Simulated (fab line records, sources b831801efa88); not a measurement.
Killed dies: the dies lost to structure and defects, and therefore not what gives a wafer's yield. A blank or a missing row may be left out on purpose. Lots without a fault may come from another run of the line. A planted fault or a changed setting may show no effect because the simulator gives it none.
The same fault as seen by 2 desks :: flow sky130 :: numbers are kept per desk, each desk with only its own; the story behind them comes last

## AT THE METROLOGY DESK
What the gauges read for every lot (on any tool): the sampled wafers with a number, averaged. Marked OUT: a lot whose mean sits more than 4 standard deviations from the usual mean, which makes it out of limits; the brackets give that distance.
Columns: A = cd-nm at SKY_VIA3_CD_MEAS_12, usual 200.5 nm
lot: L654
first seen here: day 39 19:24
A: 199.2

lot: L655
first seen here: day 40 01:09
A: 200.9

lot: L658
first seen here: day 41 14:34
A: 199.4

lot: L657
first seen here: day 41 20:22
A: 202.2

lot: L660
first seen here: day 41 21:49
A: 200.4

lot: L662
first seen here: day 43 09:05
A: 200.5

lot: L663
first seen here: day 43 10:14
A: 201.0

lot: L664
first seen here: day 43 12:55
A: 202.8

lot: L666
first seen here: day 43 14:04
A: 199.9

lot: L667
first seen here: day 43 20:08
A: 203.2

lot: L673
first seen here: day 45 00:49
A: 199.9

lot: L672
first seen here: day 45 05:35
A: 198.6
This desk's verdict: no lot among the 12 shows anything out of limits.

## AT THE TOOL OWNER'S DESK: cvd-w-02
The tool's own readings at SKY_VIA2_CVD_21 (deposits W, target thk 420 nm, time 126.4 s): means of the sampled wafers that have a number, for each lot that ran on this tool. Marked OUT: a lot whose mean sits more than 4 standard deviations from the usual mean, which makes it out of limits; the brackets give that distance.
Columns: A = heater-power-w at SKY_VIA2_CVD_21, usual 838 W
lot: L654
first seen here: day 36 10:44
A: 856

lot: L655
first seen here: day 36 16:31
A: 849

lot: L657
first seen here: day 38 15:58
A: 868

lot: L662
first seen here: day 40 06:59
A: 799

lot: L666
first seen here: day 40 11:36
A: 812

lot: L667
first seen here: day 40 18:44
A: 789

lot: L673
first seen here: day 42 01:37
A: 799

lot: L672
first seen here: day 42 05:47
A: 797
This desk's verdict: no lot among the 8 shows anything out of limits.

## ALL TOGETHER
At the metrology desk, nothing out of limits was observed.
The desk of the tool owner found nothing out of limits.

## WHAT WAS PUT IN BY THE SIMULATOR
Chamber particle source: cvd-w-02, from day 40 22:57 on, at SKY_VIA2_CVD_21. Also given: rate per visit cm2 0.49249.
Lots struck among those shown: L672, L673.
